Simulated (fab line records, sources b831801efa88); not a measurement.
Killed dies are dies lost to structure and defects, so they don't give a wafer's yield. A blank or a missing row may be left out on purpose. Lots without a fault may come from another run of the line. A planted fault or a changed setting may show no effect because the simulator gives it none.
Which tool did it? | flow gf180mcu | 13 lots, 39 wafers sampled, at 5 steps of a route of 602

WHAT THE GAUGES READ, wafer by wafer
GF_DUAL_GATE_OVL_MEAS_11.
lot  | measured     | on         | DUAL_GATE_OVL (nm)
L101 | day 8 12:28  | overlay-01 | -2.3 -1.7 -1.7
L102 | day 8 17:26  | overlay-01 | 1.3 1.2 2.2
L104 | day 9 05:31  | overlay-02 | -1.1 -1.0 -0.5
L106 | day 9 17:52  | overlay-01 | 0.6 0.2 0.8
L107 | day 9 23:50  | overlay-02 | -1.5 -3.0 -0.8
L108 | day 10 11:43 | overlay-01 | -2.5 -1.2 -0.4
L109 | day 10 13:21 | overlay-01 | -0.7 -0.2 -1.1
L110 | day 10 18:45 | overlay-02 | -2.7 -1.8 -3.0
L111 | day 11 06:41 | overlay-02 | -3.4 -0.7 -0.5
L112 | day 11 13:35 | overlay-01 | - - -
L122 | day 14 13:11 | overlay-01 | 0.4 1.4 -1.0
L123 | day 14 18:50 | overlay-01 | -0.6 -0.3 -1.3
L124 | day 15 01:11 | overlay-02 | -2.7 -2.0 -3.2

GF_CONTACT_THK_MEAS_03.
lot  | measured     | on            | CONTACT_CVD_02_THK (nm)
L101 | day 15 10:35 | film_metro-01 | 845 845 852
L102 | day 15 16:08 | film_metro-04 | 856 880 882
L104 | day 16 08:20 | film_metro-04 | 844 846 858
L106 | day 17 00:48 | film_metro-02 | 847 852 862
L107 | day 17 08:17 | film_metro-02 | 861 868 869
L108 | day 17 22:52 | film_metro-04 | 867 866 876
L109 | day 17 23:58 | film_metro-01 | 854 852 867
L110 | day 18 04:29 | film_metro-04 | 861 872 874
L111 | day 18 22:10 | film_metro-02 | 834 864 861
L122 | day 23 00:09 | film_metro-01 | 879 876 885
L123 | day 23 02:05 | film_metro-02 | 843 853 867
L124 | day 23 13:29 | film_metro-04 | 859 868 884

WHICH TOOL RAN EACH LOT (tool, then ch and the chambers of the sampled wafers, then the start)
lot  | GF_DUAL_GATE_EXPOSE_08              | GF_HV_LDD_STRIP_22                   | GF_SAB_ETCH_11
L101 | iline_stepper-01 ch 0, day 8 04:20  | plasma_asher-03 ch 0,1, day 11 00:47 | rie_diel-04 ch 0,2,3, day 15 09:20
L102 | iline_stepper-02 ch 0, day 8 09:06  | plasma_asher-03 ch 0,1, day 11 05:10 | rie_diel-04 ch 1,2,3, day 15 15:01
L104 | iline_stepper-01 ch 0, day 8 21:15  | plasma_asher-03 ch 0,1, day 11 19:28 | rie_diel-01 ch 1,3, day 16 07:16
L106 | iline_stepper-02 ch 0, day 9 09:12  | plasma_asher-01 ch 0,1, day 12 07:57 | rie_diel-03 ch 0,2, day 16 23:43
L107 | iline_stepper-01 ch 0, day 9 15:49  | plasma_asher-01 ch 0,1, day 12 15:15 | rie_diel-03 ch 0,1,3, day 17 07:07
L108 | iline_stepper-01 ch 0, day 10 03:02 | plasma_asher-01 ch 0,1, day 13 04:08 | rie_diel-04 ch 1,2,3, day 17 21:49
L109 | iline_stepper-01 ch 0, day 10 04:22 | plasma_asher-01 ch 0,1, day 13 04:27 | rie_diel-01 ch 1,2, day 17 22:55
L110 | iline_stepper-01 ch 0, day 10 10:03 | plasma_asher-04 ch 0,1, day 13 09:46 | rie_diel-03 ch 1,2,3, day 18 03:26
L111 | iline_stepper-01 ch 0, day 10 21:29 | plasma_asher-03 ch 0,1, day 13 23:48 | rie_diel-03 ch 1,2,3, day 18 21:07
L112 | iline_stepper-02 ch 0, day 11 04:03 | -                                    | -
L122 | iline_stepper-02 ch 0, day 14 02:43 | plasma_asher-04 ch 0,1, day 17 17:20 | rie_diel-01 ch 1,2,3, day 22 23:05
L123 | iline_stepper-02 ch 0, day 14 08:18 | plasma_asher-03 ch 0,1, day 17 21:25 | rie_diel-01 ch 1,2,3, day 23 01:02
L124 | iline_stepper-02 ch 0, day 14 15:05 | plasma_asher-01 ch 0,1, day 18 06:46 | rie_diel-01 ch 1,2,3, day 23 12:22
- GF_DUAL_GATE_EXPOSE_08: exposes mask Dualgate, target cd 700 nm.
- GF_HV_LDD_STRIP_22: strips in O2/N2.
- GF_SAB_ETCH_11: etches SiO2 in C4F8/O2/Ar, target depth 55 nm, time 8.5 s.

WHAT THE TOOLS THEMSELVES READ (means of the sampled wafers that have a number; where no wafer has one, the mark that the record gives instead)
GF_HV_LDD_STRIP_22.
lot  | tool            | drypump_motor_current_A (A) | heater_power_w (W) | oes_product_au (a.u.) | strip_time_to_endpoint_s (s)
L101 | plasma_asher-03 | 5.2                         | 337                | 0.721                 | 12.63
L102 | plasma_asher-03 | 5.3                         | 341                | 0.716                 | 12.64
L104 | plasma_asher-03 | 5.6                         | 346                | 0.717                 | 12.62
L106 | plasma_asher-01 | 5.9                         | 295                | 0.721                 | 12.63
L107 | plasma_asher-01 | 5.9                         | 297                | 0.715                 | 12.68
L108 | plasma_asher-01 | 5.9                         | 296                | 0.719                 | 12.66
L109 | plasma_asher-01 | 5.9                         | 295                | 0.719                 | 12.67
L110 | plasma_asher-04 | 5.3                         | 315                | 0.719                 | 12.66
L111 | plasma_asher-03 | 5.3                         | 337                | 0.713                 | 12.65
L122 | plasma_asher-04 | 5.4                         | 324                | 0.715                 | 12.68
L123 | plasma_asher-03 | 5.3                         | 337                | 0.716                 | 12.62
L124 | plasma_asher-01 | 5.9                         | 295                | 0.719                 | 12.66

GF_SAB_ETCH_11.
lot  | tool        | oes_product_au (a.u.)
L101 | rie_diel-04 | 1.006
L102 | rie_diel-04 | 1.012
L104 | rie_diel-01 | 1.002
L106 | rie_diel-03 | 1.016
L107 | rie_diel-03 | 1.004
L108 | rie_diel-04 | 1.020
L109 | rie_diel-01 | 0.983
L110 | rie_diel-03 | 0.998
L111 | rie_diel-03 | 0.999
L122 | rie_diel-01 | 0.998
L123 | rie_diel-01 | 0.992
L124 | rie_diel-01 | 0.990

THE ANSWER, worked out from the rows above alone
Rule: what is usual is taken from the lots themselves. Put in order of their means at a reading, lots are off if they are a third of the lots or fewer, leave a main group of 4 or more, and stand apart from it by a gap of 3 or more times the standard deviation of the main group's means; of several such gaps the widest counts. A main group whose means are all the same, to the digits that the tables above print for the reading, isn't used. A lot without any number at a reading at which 4 lots or more have one is off too. The other lots that the step has rows for count as sound. The gauges are gone through in route order, then the tools' own readings, and for those a lot's mean is taken as printed above. The first step at which some lot is off is used, and at that step the reading that is off furthest; a lot without a number counts as furthest.
Off: L112, at GF_DUAL_GATE_OVL_MEAS_11 (DUAL_GATE_OVL). Without a number there: L112. The main group: mean -1.0 nm, standard deviation 1.2.
A tool fits if, at a process step before that reading, it ran every lot that is off, and no sound lot after the first of them. The gauges at GF_DUAL_GATE_OVL_MEAS_11 are tried like those tools. None of those tried fits.

WHAT THE SIMULATOR HAD PUT IN
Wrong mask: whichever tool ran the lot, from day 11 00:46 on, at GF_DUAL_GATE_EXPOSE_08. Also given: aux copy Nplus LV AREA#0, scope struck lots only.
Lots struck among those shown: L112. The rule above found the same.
